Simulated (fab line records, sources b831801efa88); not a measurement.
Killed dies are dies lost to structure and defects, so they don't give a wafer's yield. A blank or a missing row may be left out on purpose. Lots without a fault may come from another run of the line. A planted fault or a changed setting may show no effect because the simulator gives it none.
Chamber matching | flow sky130 | SKY_FIELD_ISO_ETCH_15 on rie_diel-04: 4 sister chambers
The step etches the open film in CHF3/O2, stops on Si, target depth 180 nm, time 72 s. 18 wafers are shown with their chamber, then 9 later ones without.

WAFERS WITH THEIR CHAMBER
wafer  | chamber | drypump_motor_current_A (A) | throttle_valve_pct (%) | oes_product_au (a.u.)
L077.2 | 3       | 5.2                         | 8.847                  | 0.951
L077.3 | 0       | 5.6                         | 8.848                  | 0.950
L077.4 | 1       | 4.8                         | 8.846                  | 0.946
L078.1 | 1       | 4.9                         | 8.854                  | 0.962
L078.2 | 2       | 5.7                         | 8.848                  | 0.947
L078.6 | 0       | 5.6                         | 8.852                  | 0.954
L079.1 | 2       | 5.8                         | 8.852                  | 0.950
L079.3 | 1       | 4.9                         | 8.848                  | 0.945
L079.6 | 2       | 5.7                         | 8.839                  | 0.948
L082.1 | 2       | 5.7                         | 8.820                  | 0.964
L082.2 | 3       | 5.2                         | 8.846                  | 0.956
L082.3 | 0       | 5.6                         | 8.854                  | 0.962
L084.1 | 0       | 5.6                         | 8.855                  | 0.957
L084.3 | 1       | 4.9                         | 8.848                  | 0.949
L084.6 | 0       | 5.6                         | 8.848                  | 0.956
L085.1 | 3       | 5.2                         | 8.847                  | 0.945
L085.5 | 1       | 4.9                         | 8.856                  | 0.942
L085.6 | 0       | 5.6                         | 8.848                  | 0.944

SIGNATURES (means of the wafers above)
reading                 | chamber 0 | chamber 1 | chamber 2 | chamber 3 | scatter within a chamber
drypump_motor_current_A | 5.600     | 4.880     | 5.725     | 5.200     | 0.0333
throttle_valve_pct      | 8.85083   | 8.85040   | 8.83975   | 8.84667   | 0.00726
oes_product_au          | 0.95383   | 0.94880   | 0.95225   | 0.95067   | 0.007
Rule: a wafer's distance from a chamber is the root of the sum, over the readings, of the square of ((its reading less the chamber's mean) divided by the reading's scatter). The wafer belongs to the nearest chamber; if the next one is less than 2 further off, it can't be placed. The scatter: the root of (the sum of the squares of (reading less its chamber's mean) over the shown wafers, divided by (wafers less chambers)).

WAFERS WITHOUT THEIR CHAMBER
wafer  | drypump_motor_current_A (A) | throttle_valve_pct (%) | oes_product_au (a.u.)
L086.2 | 4.9                         | 8.840                  | 0.950
L086.3 | 5.2                         | 8.833                  | 0.946
L086.5 | 5.2                         | 8.842                  | 0.948
L093.2 | 5.2                         | 8.843                  | 0.935
L093.4 | 5.2                         | 8.840                  | 0.942
L093.6 | 5.8                         | 8.843                  | 0.937
L096.1 | 5.6                         | 8.837                  | 0.945
L096.2 | 5.8                         | 8.845                  | 0.952
L096.5 | 5.6                         | 8.844                  | 0.940

WHICH CHAMBER EACH WENT THROUGH
wafer  | from the rows above     | in truth
L086.2 | 1                       | 1
L086.3 | 3                       | 3
L086.5 | 3                       | 3
L093.2 | 3                       | 3
L093.4 | 3                       | 3
L093.6 | 2                       | 2
L096.1 | can't be placed: 0 or 2 | 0
L096.2 | 2                       | 2
L096.5 | can't be placed: 0 or 2 | 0
Placed correctly: 7 of 9. Can't be placed from these rows: 2 (the true chamber is among the candidates in 2). Placed wrongly: 0.
